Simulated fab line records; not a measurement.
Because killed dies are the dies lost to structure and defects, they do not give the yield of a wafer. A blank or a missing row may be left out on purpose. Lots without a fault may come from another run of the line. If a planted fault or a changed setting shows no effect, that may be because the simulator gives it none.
Which of the tools did it?	flow sky130	14 lots with 42 wafers sampled at 2 steps, on a route of 708 steps

## WHAT EACH GAUGE READ, for each wafer
The record lacks any reading of a measuring or inspecting step that a usual standard deviation could be used to judge.

## WHICH TOOL RAN EACH LOT (tool, then ch and the chambers of the sampled wafers, then the start)
lot	SKY_SD_P_IMPLANT_09	SKY_SD_P_STRIP_10
L174	implanter-02 ch 0, day 25 15:38	plasma asher-02 ch 0,1, day 25 15:56
L175	implanter-02 ch 0, day 26 00:28	plasma asher-01 ch 0,1, day 26 00:35
L176	implanter-01 ch 0, day 26 07:59	plasma asher-04 ch 0,1, day 26 08:08
L180	implanter-02 ch 0, day 27 10:35	plasma asher-01 ch 0,1, day 27 10:44
L181	implanter-02 ch 0, day 28 17:56	plasma asher-04 ch 0,1, day 28 18:05
L189	implanter-01 ch 0, day 30 18:20	plasma asher-01 ch 0,1, day 30 18:29
L190	implanter-01 ch 0, day 31 05:02	plasma asher-01 ch 0,1, day 31 05:11
L191	implanter-01 ch 0, day 31 05:47	plasma asher-02 ch 0,1, day 31 05:56
L192	implanter-01 ch 0, day 31 07:55	plasma asher-02 ch 0,1, day 31 08:01
L193	implanter-01 ch 0, day 31 20:26	plasma asher-01 ch 0,1, day 31 20:35
L194	implanter-04 ch 0, day 32 03:02	plasma asher-01 ch 0,1, day 32 03:11
L195	implanter-01 ch 0, day 32 10:44	plasma asher-04 ch 0,1, day 32 10:52
L196	implanter-04 ch 0, day 33 04:19	plasma asher-02 ch 0, day 33 04:26
L197	implanter-04 ch 0, day 33 08:47	plasma asher-01 ch 0,1, day 33 08:56
- SKY_SD_P_IMPLANT_09
- SKY_SD_P_STRIP_10: strips in O2/N2.

## WHAT THE TOOLS THEMSELVES READ (means of the sampled wafers that have a number; where no wafer has one, the mark that the record gives instead)
SKY_SD_P_IMPLANT_09. Usual: dose ions cm2 2.9999e+15, standard deviation 2.9e+12.
lot	tool	dose ions cm2	flag
L174	implanter-02	3.0002e+15	
L175	implanter-02	2.9985e+15	
L176	implanter-01	2.9986e+15	
L180	implanter-02	3.1658e+15	OFF
L181	implanter-02	3.1717e+15	OFF
L189	implanter-01	3.0014e+15	
L190	implanter-01	2.9995e+15	
L191	implanter-01	3.0001e+15	
L192	implanter-01	2.9983e+15	
L193	implanter-01	2.9994e+15	
L194	implanter-04	3.0053e+15	
L195	implanter-01	3.0005e+15	
L196	implanter-04	2.9991e+15	
L197	implanter-04	3.0008e+15	

SKY_SD_P_STRIP_10. Usual: drypump motor current A 6.0 A, standard deviation 0.4; o2 flow sccm 3001 sccm, standard deviation 8.8; oes product au 0.618 a.u., standard deviation 0.0048; strip time to endpoint s 17.49 s, standard deviation 0.036.
lot	tool	drypump motor current A (A)	o2 flow sccm (sccm)	oes product au (a.u.)	strip time to endpoint s (s)	flag
L174	plasma asher-02	5.8	3002	0.616	17.48	
L175	plasma asher-01	5.9	2997	0.618	17.46	
L176	plasma asher-04	6.4	3006	0.616	17.52	
L180	plasma asher-01	6.0	3009	0.618	17.65	OFF
L181	plasma asher-04	6.5	2998	0.616	17.63	OFF
L189	plasma asher-01	5.9	3004	0.619	17.48	
L190	plasma asher-01	5.9	3002	0.619	17.47	
L191	plasma asher-02	5.8	3003	0.615	17.45	
L192	plasma asher-02	5.8	3007	0.624	17.49	
L193	plasma asher-01	5.9	2997	0.613	17.49	
L194	plasma asher-01	5.9	2999	0.618	17.48	
L195	plasma asher-04	6.5	2990	0.620	17.54	
L196	plasma asher-02	5.6	2995	0.616	17.56	
L197	plasma asher-01	5.9	3004	0.616	17.46	

## THE ANSWER, worked out from the rows above alone
Rule: lot off if the mean of its wafers having a number is beyond 3 standard deviations from the usual mean. A lot without any number at a reading at which 4 lots or more have one is off too. All remaining lots with rows at the step are treated as sound. Order of review: gauges by route order, followed by the tools' own readings, for which a lot's mean as printed above is used. The first step at which some lot is off is used, and at that step the reading that is off furthest; a lot without a number counts as furthest.
Off: L180, L181 (SKY_SD_P_IMPLANT_09, dose ions cm2).
A tool fits if, at that step or a process step before it, it ran every lot that is off, and no sound lot after the first of them. One candidate fits, namely implanter-02 at SKY_SD_P_IMPLANT_09. A fault onset in the window from L175 (day 26 00:28, its last sound lot) to L180 (day 27 10:35, its first lot off) fits.
On the lots that are off, the tool's own readings at SKY_SD_P_IMPLANT_09 differ by more than 5 times the standard deviation of the sound lots' means, which bears it out; dose ions cm2 reads 3.1688e+15 there versus 3.0001e+15 on the sound lots.

## WHAT THE SIMULATOR HAD PUT IN
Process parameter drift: implanter-02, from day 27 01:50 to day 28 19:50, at SKY_SD_P_IMPLANT_09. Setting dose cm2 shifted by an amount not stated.
Shown lots that were struck: L180, L181. The rule above found the same.
